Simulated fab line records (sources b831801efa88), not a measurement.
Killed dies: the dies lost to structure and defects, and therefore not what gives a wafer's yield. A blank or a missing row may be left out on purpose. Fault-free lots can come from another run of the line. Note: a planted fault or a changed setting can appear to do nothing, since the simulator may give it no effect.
Which of the tools did it? + flow gf180mcu + 7 lots, 19 wafers sampled, at 1 step of a route of 602

== WHAT THE GAUGES SHOWED, per wafer ==
GF_STI_THK_MEAS_30.
| lot  | measured    | on           | STI_OXIDATION_02_THK (nm) |
|------|-------------|--------------|---------------------------|
| L678 | day 2 10:45 | filmMetro-03 | 9.69 9.81 9.85            |
| L680 | day 2 22:16 | filmMetro-01 | 9.85 9.74 9.84            |
| L682 | day 3 07:37 | filmMetro-03 | 10.00 9.72 9.81           |
| L684 | day 3 17:49 | filmMetro-01 | 10.25 10.18 10.13         |
| L690 | day 5 01:55 | filmMetro-04 | 10.20 10.25               |
| L693 | day 5 16:55 | filmMetro-04 | 10.10 10.18               |
| L699 | day 7 08:01 | filmMetro-03 | 9.93 10.09 10.19          |

== EACH LOT AND THE TOOL THAT RAN IT (in order: tool; ch and the chambers of the sampled wafers; start) ==
There is no process step in the record ahead of these readings.

== THE ANSWER, worked out from the rows above alone ==
Rule: the lots themselves supply what counts as usual. Put in order of their means at a reading, lots are off if they are a third of the lots or fewer, leave a main group of 4 or more, and stand apart from it by a gap of 3 or more times the standard deviation of the main group's means; of several such gaps the widest counts. Not used: any main group whose means are identical at the precision the tables above print for the reading. Also off: a lot with no number at a reading for which 4 or more lots have one. Any other lot the step has rows for is counted as sound.
None of the lots is off at any reading shown; this tells nothing.

== WHAT THE SIMULATOR HAD PUT IN ==
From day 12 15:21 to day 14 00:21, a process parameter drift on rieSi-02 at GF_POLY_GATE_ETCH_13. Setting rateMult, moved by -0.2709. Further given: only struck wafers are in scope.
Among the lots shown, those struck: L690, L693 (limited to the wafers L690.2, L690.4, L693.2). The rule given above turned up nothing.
